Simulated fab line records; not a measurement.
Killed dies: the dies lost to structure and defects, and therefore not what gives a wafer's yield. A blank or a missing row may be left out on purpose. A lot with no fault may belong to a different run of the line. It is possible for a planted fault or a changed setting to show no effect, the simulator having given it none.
fab line records	flow sky130
record lots=6	wafers=18	last-day=50
route steps=708 shown CONTACT@418 METAL1@434
lots with no fault: from the same line, run without faults
start-h: hours from the record's opening day to when the first of the lot's shown wafers began	wait-h: how many hours have passed since the lot's step before this one	" unchanged from the row above	L1.1+2: several wafers, shown together as one row	- no value present, or no start provided	* or withheld: withheld	< > ~ a bound
route shown NAME@n: names a module that has steps shown in the file, with the first one's number in the route	usual: mean/standard deviation of fault-free wafers	same: alike in all rows	chamber/n: place in a boat	sites: per-site readings	_std_site: the values' standard deviation	_edge_site: outer sites' mean less inner sites'	radius-mm: for every site, how far away it sits from the centre of the wafer	mask NAME#n: copy n	behind: the last tool/chamber to shape the wafer	hold: the reason the lot was held/the length of the hold in hours/how it ended	device: the n, p or np transistor that did not switch	end of line: at the end of the route, the tests of the same wafers	where a step has no rows: the recipe by itself	killed: dies lost to structure and defects at the first sort, not the wafer's yield	map: dies across one wafer; x = killed, . = not, _ = none there
set.NAME: the setting as run; set.NAME@STEP: as run at that earlier step	model.NAME: the simulator's own value behind a step, which no gauge read
lots at selected steps of the route; one table per step, one row per wafer
services: from which hour (start-h, from the record's first day; less than 0 if before it) a tool's chamber was out of use, for how many hours, and why
## steps
# step SKY_CONTACT_PEB_12
# recipe peb-temp-c=withheld	peb-time-s=withheld	resist=KrF-thick
# step SKY_CONTACT_DEVELOP_13
# recipe develop-time-s=60	resist=KrF-thick	dev-temp-c=21
# step SKY_CONTACT_CD_MEAS_14
# recipe target-cd-nm=170
# usual cd-nm=170.4/1.2
lot.wafer	tool	chamber	start-h	wait-h	cd-nm
L270.2	cd-sem-01	-	783.18	-	169.6
L270.5	"	-	"	"	171.4
L270.6	"	-	"	"	172.2
L278.3	cd-sem-02	-	836.99	-	170.4
L278.4	"	-	"	"	170.2
L278.5	"	-	"	"	168.1
L281.2	cd-sem-02	-	846.05	-	168.6
L281.3	"	-	"	"	170.6
L281.6	"	-	"	"	169.2
L280.3	cd-sem-01	-	850.45	-	172.1
L280.4	"	-	"	"	171.8
L280.6	"	-	"	"	170.8
L283.3	cd-sem-01	-	867.54	-	170.4
L283.5	"	-	"	"	170.1
L283.6	"	-	"	"	170.2
L289.1	cd-sem-01	-	916.31	-	172.7
L289.4	"	-	"	"	169.7
L289.6	"	-	"	"	171.7
# step SKY_CONTACT_OVL_MEAS_15
# usual CONTACT_OVL=-4/5
lot.wafer	tool	chamber	start-h	wait-h	CONTACT_OVL[nm]
L270.2	overlay-02	-	783.29	0.1	-8
L270.5	"	-	"	"	-5
L270.6	"	-	"	"	-5
L278.3	overlay-01	-	837.08	0.1	-3
L278.4	"	-	"	"	-2
L278.5	"	-	"	"	-3
L281.2	overlay-01	-	846.16	0.1	-10
L281.3	"	-	"	"	-7
L281.6	"	-	"	"	-7
L280.3	overlay-02	-	850.55	0.1	-7
L280.4	"	-	"	"	-3
L280.6	"	-	"	"	-10
L283.3	overlay-01	-	867.63	0.1	0
L283.5	"	-	"	"	-1
L283.6	"	-	"	"	1
L289.1	overlay-02	-	916.43	0.1	-6
L289.4	"	-	"	"	-9
L289.6	"	-	"	"	-3
# step SKY_CONTACT_ETCH_16
# recipe chemistry=N2/H2	target=BARC	ion-energy-ev=200	source-w=500	bias-w=100	pressure-mtorr=30	n2-flow-sccm=100	h2-flow-sccm=200	stop-on=SiO2	time-s=45.9	target-depth-a=600
# step SKY_CONTACT_ETCH_17
# recipe target=SiO2	chemistry=C4F8/O2/Ar	stop-on=Si3N4	mask-material=KrF-thick	source-w=1500	bias-w=1200	pressure-mtorr=40	c4f8-flow-sccm=withheld	O2_flow_sccm=6	Ar_flow_sccm=300	time-s=withheld	target-depth-a=3400
# usual oes-product-au=0.892/0.0048
lot.wafer	tool	chamber	start-h	wait-h	oes-product-au
L270.2	rie-diel-04	1	783.36	0.0	0.889
L270.5	"	3	"	"	0.889
L270.6	"	1	"	"	0.890
L278.3	rie-diel-03	1	837.15	0.0	0.897
L278.4	"	0	"	"	0.893
L278.5	"	2	"	"	0.886
L281.2	rie-diel-03	2	846.23	0.0	0.893
L281.3	"	3	"	"	0.890
L281.6	"	2	"	"	0.892
L280.3	rie-diel-03	3	850.61	0.0	0.893
L280.4	"	0	"	"	0.898
L280.6	"	3	"	"	0.892
L283.3	rie-diel-04	3	867.70	0.0	0.887
L283.5	"	2	"	"	0.898
L283.6	"	3	"	"	0.891
L289.1	rie-diel-03	1	916.50	0.0	0.892
L289.4	"	0	"	"	0.897
L289.6	"	3	"	"	0.900
# step SKY_CONTACT_ETCH_18
# recipe target=Si3N4	chemistry=CHF3/O2	stop-on=TiN	source-w=600	bias-w=200	pressure-mtorr=40	chf3-flow-sccm=50	O2_flow_sccm=5	time-s=39	target-depth-a=750
# usual drypump-motor-current-A=6.1/0.39	oes-product-au=0.856/0.0081	throttle-valve-pct=8.794/0.0084
lot.wafer	tool	chamber	start-h	wait-h	drypump-motor-current-A	oes-product-au	rf-hours-counter-h	throttle-valve-pct
L270.2	rie-diel-04	1	-	-	5.6	0.860	14	8.798
L270.5	"	3	"	"	6.5	0.867	-	8.797
L270.6	"	1	"	"	5.6	0.856	-	8.793
L278.3	rie-diel-03	1	-	-	6.2	0.854	26	8.801
L278.4	"	0	"	"	5.8	0.859	14	8.798
L278.5	"	2	"	"	6.3	0.854	-	8.803
L281.2	rie-diel-03	2	-	-	6.3	0.839	13	8.801
L281.3	"	3	"	"	6.3	0.844	16	8.792
L281.6	"	2	"	"	6.3	0.857	-	8.798
L280.3	rie-diel-03	3	-	-	6.3	0.857	16	8.785
L280.4	"	0	"	"	5.8	0.845	14	8.794
L280.6	"	3	"	"	6.3	0.872	-	8.807
L283.3	rie-diel-04	3	-	-	6.6	0.865	3	8.788
L283.5	"	2	"	"	6.4	0.872	-	8.784
L283.6	"	3	"	"	6.6	0.864	-	8.792
L289.1	rie-diel-03	1	-	-	6.2	0.845	28	8.802
L289.4	"	0	"	"	5.8	0.859	-	8.793
L289.6	"	3	"	"	6.3	0.871	-	8.807
# step SKY_CONTACT_STRIP_19
# recipe chemistry=O2/N2	power-w=1400	pressure-mtorr=1500	platen-temp-c=withheld	o2-flow-sccm=3000	n2-flow-sccm=300	overash-fraction=0.5
# usual drypump-motor-current-A=5.6/0.41	oes-product-au=0.380/0.0049	strip-time-to-endpoint-s=3.61/0.036
lot.wafer	tool	chamber	start-h	wait-h	drypump-motor-current-A	oes-product-au	rf-hours-counter-h	strip-time-to-endpoint-s
L270.2	plasma-asher-04	1	783.45	-	5.3	0.378	64	3.57
L270.5	"	1	"	"	5.3	0.379	-	3.61
L270.6	"	0	"	"	5.8	0.374	-	3.56
L278.3	plasma-asher-04	0	837.27	-	5.8	0.377	-	3.62
L278.4	"	1	"	"	5.3	0.378	-	3.67
L278.5	"	1	"	"	5.3	0.391	-	3.62
L281.2	plasma-asher-04	1	846.32	-	5.3	0.378	71	3.59
L281.3	"	0	"	"	5.8	0.376	-	3.57
L281.6	"	1	"	"	5.3	0.377	-	3.59
L280.3	plasma-asher-04	0	850.74	-	5.8	0.376	-	3.62
L280.4	"	1	"	"	5.3	0.379	-	3.66
L280.6	"	1	"	"	5.3	0.380	-	3.63
L283.3	plasma-asher-03	1	867.82	-	5.9	0.375	-	3.61
L283.5	"	1	"	"	5.8	0.383	-	3.62
L283.6	"	0	"	"	5.0	0.386	-	3.63
L289.1	plasma-asher-02	0	916.59	-	6.2	0.379	48	3.57
L289.4	"	0	"	"	6.2	0.383	-	3.63
L289.6	"	1	"	"	5.4	0.373	-	3.55
# step SKY_CONTACT_STRIP_20
# recipe chemistry=post-etch-residue-remover	time-s=1200	temp-c=72.5
# step SKY_CONTACT_CLEAN_21
# recipe chemistry=IPA	time-s=180	temp-c=25
# step SKY_CONTACT_CLEAN_22
# recipe chemistry=O3/DIW	dry=n2-spin
# step SKY_CONTACT_SPUTTER_23
# recipe material=TiN	target-thk-nm=20	chamber-pressure-pa=5	power-w=4000	time-s=80
# usual throttle-valve-pct=30.0/1
lot.wafer	tool	chamber	start-h	wait-h	throttle-valve-pct
L270.2	pvd-sputter-03	-	784.07	0.0	31.1
L270.5	"	-	"	"	28.5
L270.6	"	-	"	"	29.6
L278.3	pvd-sputter-03	-	837.83	0.0	31.2
L278.4	"	-	"	"	29.6
L278.5	"	-	"	"	29.8
L281.2	pvd-sputter-01	-	846.91	0.0	29.6
L281.3	"	-	"	"	30.5
L281.6	"	-	"	"	31.2
L280.3	pvd-sputter-01	-	851.30	0.0	28.4
L280.4	"	-	"	"	31.4
L280.6	"	-	"	"	31.6
L283.3	pvd-sputter-01	-	868.40	0.0	29.6
L283.5	"	-	"	"	30.4
L283.6	"	-	"	"	28.3
L289.1	pvd-sputter-03	-	917.20	0.0	30.8
L289.4	"	-	"	"	29.7
L289.6	"	-	"	"	30.8
# step SKY_CONTACT_CVD_24
# recipe material=W	target-thk-nm=340	time-s=102.12	temp-c=400	pressure-torr=40
# usual heater-power-w=883/83
lot.wafer	tool	chamber	start-h	wait-h	heater-power-w	model.W_of_CONTACT_CVD_24.thk-nm
L270.2	cvd-w-02	1	784.17	0.1	821	353
L270.5	"	1	"	"	805	344
L270.6	"	1	"	"	832	348.3
L278.3	cvd-w-01	1	837.93	0.1	1007	337.6
L278.4	"	0	"	"	897	333.8
L278.5	"	1	"	"	1022	334.2
L281.2	cvd-w-01	1	846.98	0.0	997	338.9
L281.3	"	0	"	"	894	236.3
L281.6	"	1	"	"	1028	238.6
L280.3	cvd-w-01	0	851.40	0.1	907	236.2
L280.4	"	1	"	"	1009	337.5
L280.6	"	0	"	"	883	243.4
L283.3	cvd-w-02	1	868.49	0.1	819	343.1
L283.5	"	0	"	"	809	335.8
L283.6	"	1	"	"	830	350.2
L289.1	cvd-w-02	1	917.26	0.0	838	350.4
L289.4	"	0	"	"	787	341.7
L289.6	"	1	"	"	835	354.4
# step SKY_CONTACT_RS_MEAS_25
# recipe thk-meas-gauge=four-point-probe	reads=W_of_CONTACT_CVD_24+TiN_of_CONTACT_SPUTTER_23
# usual CONTACT_W_RS=0.337/0.0063
lot.wafer	tool	chamber	start-h	wait-h	hold	CONTACT_W_RS[ohm/sq]
L270.2	film-metro-04	-	784.37	0.2	-	0.325
L270.5	"	-	"	"	-	0.334
L270.6	"	-	"	"	-	0.329
L278.3	film-metro-04	-	838.04	0.1	-	0.340
L278.4	"	-	"	"	-	0.344
L278.5	"	-	"	"	-	0.344
L281.2	film-metro-03	-	847.11	0.1	await-dispo/0.2h/release	0.339
L281.3	"	-	"	"	await-dispo/0.2h/release	0.488
L281.6	"	-	"	"	await-dispo/0.2h/release	0.484
L281.2	film-metro-03	-	847.39	0.3	-	0.339
L281.3	"	-	"	"	-	0.488
L281.6	"	-	"	"	-	0.483
L280.3	film-metro-02	-	851.51	0.1	await-dispo/0.2h/release	0.488
L280.4	"	-	"	"	await-dispo/0.2h/release	0.339
L280.6	"	-	"	"	await-dispo/0.2h/release	0.473
L280.3	film-metro-02	-	851.80	0.3	-	0.488
L280.4	"	-	"	"	-	0.339
L280.6	"	-	"	"	-	0.473
L283.3	film-metro-02	-	868.61	0.1	-	0.333
L283.5	"	-	"	"	-	0.341
L283.6	"	-	"	"	-	0.327
L289.1	film-metro-03	-	917.37	0.1	-	0.328
L289.4	"	-	"	"	-	0.336
L289.6	"	-	"	"	-	0.323
# step SKY_CONTACT_THK_MEAS_26
# recipe thk-meas-gauge=xrf	reads=W_of_CONTACT_CVD_24
# usual CONTACT_W_THK=335/6.8
lot.wafer	tool	chamber	start-h	wait-h	hold	CONTACT_W_THK[nm]
L270.2	film-metro-04	-	784.48	0.1	-	346
L270.5	"	-	"	"	-	339
L270.6	"	-	"	"	-	342
L278.3	film-metro-04	-	838.14	0.1	-	326
L278.4	"	-	"	"	-	324
L278.5	"	-	"	"	-	324
L281.2	film-metro-03	-	850.03	2.6	await-dispo/0.2h/release	332
L281.3	"	-	"	"	await-dispo/0.2h/release	233
L281.6	"	-	"	"	await-dispo/0.2h/release	236
L281.2	film-metro-03	-	850.26	0.2	-	334
L281.3	"	-	"	"	-	232
L281.6	"	-	"	"	-	234
L280.3	film-metro-02	-	854.32	2.5	await-dispo/0.2h/release	233
L280.4	"	-	"	"	await-dispo/0.2h/release	332
L280.6	"	-	"	"	await-dispo/0.2h/release	239
L280.3	film-metro-02	-	854.55	0.2	-	233
L280.4	"	-	"	"	-	333
L280.6	"	-	"	"	-	241
L283.3	film-metro-02	-	868.71	0.1	-	338
L283.5	"	-	"	"	-	330
L283.6	"	-	"	"	-	346
L289.1	film-metro-03	-	917.49	0.1	-	349
L289.4	"	-	"	"	-	339
L289.6	"	-	"	"	-	353
# step SKY_CONTACT_CMP_27
# recipe stop-on=SiO2	t-overpolish-s=15	down-force-psi=3.5	platen-rpm=60	target-thk-nm=0	pad-velocity-m-s=0.94248
# usual motor-current-A=11.0/0.93	retaining-ring-pressure-frac=1.001/0.0049	time-to-endpoint-s=82/3.8
lot.wafer	tool	chamber	start-h	wait-h	hold	motor-current-A	retaining-ring-pressure-frac	time-to-endpoint-s
L270.2	cmp-01	2	784.58	0.1	-	10.3	1.012	88
L270.5	"	1	"	"	-	10.1	1.006	89
L270.6	"	2	"	"	-	10.6	1.006	85
L278.4	cmp-01	1	838.18	0.0	-	9.8	1.001	84
L278.3	"	2	"	"	-	10.5	1.009	82
L278.5	"	2	"	"	-	10.5	1.003	79
L281.2	cmp-01	0	852.46	2.2	await-dispo/2.2h/release	12.5	1.001	84
L281.3	"	3	"	"	await-dispo/2.2h/release	9.6	0.997	58
L281.6	"	0	"	"	await-dispo/2.2h/release	12.1	1.012	58
L280.3	cmp-02	0	857.94	3.4	await-dispo/3.4h/release	11.2	1.002	53
L280.4	"	1	"	"	await-dispo/3.4h/release	12.1	0.995	78
L280.6	"	0	"	"	await-dispo/3.4h/release	11.5	0.998	53
L283.3	cmp-02	0	868.75	0.0	-	11.3	1.004	80
L283.6	"	0	"	"	-	10.6	1.004	79
L283.5	"	1	"	"	-	11.8	1.007	75
L289.4	cmp-01	3	917.60	0.1	-	10.3	0.991	82
L289.1	"	1	"	"	-	10.2	1.001	89
L289.6	"	3	"	"	-	10.0	0.998	89
# step SKY_METAL1_SPUTTER_00
# recipe material=Ti	target-thk-nm=15	power-w=3000	time-s=10	chamber-pressure-pa=0.4
# usual throttle-valve-pct=29.9/1.2
lot.wafer	tool	chamber	start-h	wait-h	throttle-valve-pct
L270.2	pvd-sputter-02	-	784.83	0.2	29.9
L270.5	"	-	"	"	29.0
L270.6	"	-	"	"	29.8
L278.3	pvd-sputter-04	-	838.48	0.2	28.4
L278.4	"	-	"	"	28.3
L278.5	"	-	"	"	31.7
L281.2	pvd-sputter-02	-	852.76	0.2	29.8
L281.3	"	-	"	"	31.5
L281.6	"	-	"	"	31.2
L280.3	pvd-sputter-02	-	858.24	0.2	29.3
L280.4	"	-	"	"	30.0
L280.6	"	-	"	"	29.7
L283.3	pvd-sputter-04	-	869.05	0.2	28.2
L283.5	"	-	"	"	29.0
L283.6	"	-	"	"	28.6
L289.1	pvd-sputter-02	-	917.85	0.1	29.7
L289.4	"	-	"	"	29.4
L289.6	"	-	"	"	30.0
## services
tool	chamber	start-h	hours	kind
cmp-02	-	761.05	9.3	pm
rie-diel-04	2	761.99	6.4	repair
cvd-w-01	-	764.03	6.9	pm
rie-diel-03	-	782.00	2.8	pm
cvd-w-02	0	782.02	5.4	repair
pvd-sputter-04	-	783.67	8.1	repair
pvd-sputter-03	-	789.45	3.3	repair
cvd-w-01	-	814.64	1.0	repair
cmp-02	-	822.07	1.0	repair
pvd-sputter-01	-	831.39	9.1	repair
pvd-sputter-01	-	837.31	6.6	repair
rie-diel-03	1	852.17	34.2	repair
pvd-sputter-01	-	854.90	13.0	repair
rie-diel-04	0	866.89	2.3	repair
rie-diel-04	0	870.98	1.5	repair
rie-diel-03	2	873.53	7.4	repair
pvd-sputter-04	-	883.74	1.3	repair
cvd-w-01	-	890.37	1.3	repair
rie-diel-04	1	890.73	2.5	repair
cmp-01	-	892.20	5.7	pm
plasma-asher-04	-	895.30	5.5	repair
rie-diel-04	0	900.77	12.4	repair
cvd-w-01	-	904.12	14.0	pm
rie-diel-03	2	911.60	10.3	repair
## key
first-sign step=SKY_CONTACT_RS_MEAS_25	reading=visit	direction=added
effect step=SKY_CONTACT_RS_MEAS_25	reading=CONTACT_W_RS	direction=up	sigmas=23	usual=0.337	struck=0.483
effect step=SKY_CONTACT_THK_MEAS_26	reading=visit	direction=added
effect step=SKY_CONTACT_THK_MEAS_26	reading=CONTACT_W_THK	direction=down	sigmas=15	usual=335	struck=235
effect step=SKY_CONTACT_CMP_27	reading=time-to-endpoint-s	direction=down	sigmas=7	usual=*	struck=*
model-effect step=SKY_CONTACT_CVD_24	value=W_of_CONTACT_CVD_24.thk-nm	without=334.1	struck=238.6
met-at SKY_CONTACT_CVD_24
struck-wafers L280.3,L280.6,L281.3,L281.6
tester-left-out L280,L281
onset-between 837.93 846.98
fault kind=process-parameter-drift	tool=cvd-w-01	chamber=-	onset-h=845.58	steps=SKY_CONTACT_CVD_24	channel=target-thk-nm	offset=-95.968	shape=step	end-h=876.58	scope=struck-wafers-only	acts-in=these-recipes-only	stated=340
# tester-left-out: of these lots the tester's yield and bins aren't shown, on N5 and GAA mostly nor the transistor test; their killed dies are dies lost to structure and defects alone, not to doping, threshold or leakage, so they don't give the yield
